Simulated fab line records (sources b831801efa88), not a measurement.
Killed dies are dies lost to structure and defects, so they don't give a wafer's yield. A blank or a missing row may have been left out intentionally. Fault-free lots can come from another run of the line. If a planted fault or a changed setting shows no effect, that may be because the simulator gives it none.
Matching of chambers + flow sky130 + SKY_POLY_GATE_ETCH_17 on rie_si-02: 4 sister chambers
The step etches poly-Si in HBr/Cl2, stops on SiO2, target depth 180 nm, time 70.5 s. 4 wafers are shown with their chamber, then 7 later ones without.

WAFERS WITH THEIR CHAMBER
| wafer  | chamber | rf_fwd_power_W (W) |
|--------|---------|--------------------|
| L192.3 | 2       | 397.1              |
| L193.5 | 3       | 395.2              |
| L194.2 | 1       | 397.8              |
| L194.3 | 0       | 398.7              |

WAFERS MISSING THEIR CHAMBER
| wafer  | rf_fwd_power_W (W) |
|--------|--------------------|
| L194.5 | 397.8              |
| L208.1 | 395.7              |
| L208.2 | 395.2              |
| L208.5 | 399.0              |
| L211.2 | 398.0              |
| L211.3 | 394.0              |
| L211.6 | 398.4              |

THE CHAMBER EACH PASSED THROUGH
| wafer  | from the rows above          | in truth                   |
|--------|------------------------------|----------------------------|
| L194.5 | can't be placed: 1 or 2 or 0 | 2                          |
| L208.1 | can't be placed: 3 or 2      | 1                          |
| L208.2 | 3                            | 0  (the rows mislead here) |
| L208.5 | can't be placed: 0 or 1      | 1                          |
| L211.2 | can't be placed: 1 or 0 or 2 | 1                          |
| L211.3 | 3                            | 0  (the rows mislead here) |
| L211.6 | can't be placed: 0 or 1 or 2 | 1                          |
0 of 7 placed correctly. Not placeable from these rows: 5 (in 4, the candidates include the true chamber). 2 placed wrongly.
How it was worked out, from the rows above alone: a wafer's distance from a chamber is the root of the sum, over the readings, of the square of ((its reading less the chamber's mean) divided by the reading's scatter). If the next closest chamber is less than 2 further off than the closest, the wafer can't be placed; otherwise it belongs to the closest. Each chamber's mean is taken over the wafers shown for it. The scatter: with one shown wafer a chamber, the root of the mean of the squares of how far each hidden wafer lies from its nearest shown one.
